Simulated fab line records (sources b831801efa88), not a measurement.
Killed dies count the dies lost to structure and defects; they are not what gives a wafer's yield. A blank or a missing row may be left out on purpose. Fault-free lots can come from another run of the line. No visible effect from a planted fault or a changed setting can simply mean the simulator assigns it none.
One fault seen from 2 desks / flow gf180mcu / only its own numbers are on each desk; what lay behind them is given at the end

== FROM THE METROLOGY DESK ==
Means of the sampled wafers that have a number, per lot and without regard to the tool the lot ran on: this is what the gauges read. A lot is out of limits, marked OUT, if its mean lies more than 4 standard deviations from the usual mean; the brackets give that distance.
Columns: A = HV_LDD_RS at GF_HV_LDD_RS_MEAS_53, usual 418.4 ohm/sq; B = NSD_OVL at GF_NSD_OVL_MEAS_08, usual 0.0 nm; C = NSD_TW at GF_NSD_TW_MEAS_12, usual 4241
lot=L807; first seen here=day 13 19:56; A=418.3; B=1.8; C=4120
lot=L809; first seen here=day 14 09:14; A=418.4; B=-1.2; C=4275
lot=L810; first seen here=day 14 20:56; A=419.1; B=-0.6; C=4261
lot=L812; first seen here=day 15 16:04; A=419.5; B=-1.1; C=4314
lot=L816; first seen here=day 16 23:01; A=418.3; B=-0.1; C=4251
lot=L820; first seen here=day 18 08:43; A=418.7; B=-0.0; C=4321
lot=L821; first seen here=day 18 14:11; A=419.0; B=0.0; C=4301
lot=L822; first seen here=day 19 01:17; A=417.9; B=0.1; C=4290
lot=L823; first seen here=day 19 06:52; A=417.5; B=-0.4; C=4304
lot=L824; first seen here=day 19 17:20; A=418.1; B=-0.4; C=4128
lot=L825; first seen here=day 19 23:07; A=419.2; B=-0.7; C=4172
lot=L826; first seen here=day 20 08:41; A=417.5; B=0.8; C=4160
Result from this desk: across the 12 lots, nothing is out of limits.

== THE TOOL OWNER'S DESK: rtp-anneal-02 ==
The tool's own readings at GF_HV_LDD_RTA_52 (time 10 s): means of the sampled wafers that have a number, for each lot that ran on this tool. A lot is out of limits, marked OUT, if its mean lies more than 4 standard deviations from the usual mean; the brackets give that distance.
Columns: A = anneal-temp-c-max at GF_HV_LDD_RTA_52, usual 1006.1; B = chamber-o2-ppm at GF_HV_LDD_RTA_52, usual 2.002; C = lamp-power-pct at GF_HV_LDD_RTA_52, usual 34 %; D = wafer_temp_C_max at GF_HV_LDD_RTA_52, usual 1003.8
lot=L807; first seen here=day 13 19:52; A=1007.3; B=1.998; C=43; D=1003.3
lot=L825; first seen here=day 19 23:02; A=1008.3; B=1.976; C=43; D=1004.0
lot=L826; first seen here=day 20 08:37; A=1007.8; B=2.006; C=43; D=1002.8
Result from this desk: across the 3 lots, nothing is out of limits.

== PUT TOGETHER ==
Nothing out of limits was seen by the metrology desk.
The desk of the tool owner found nothing out of limits.

== WHAT HAD BEEN PUT IN BY THE SIMULATOR ==
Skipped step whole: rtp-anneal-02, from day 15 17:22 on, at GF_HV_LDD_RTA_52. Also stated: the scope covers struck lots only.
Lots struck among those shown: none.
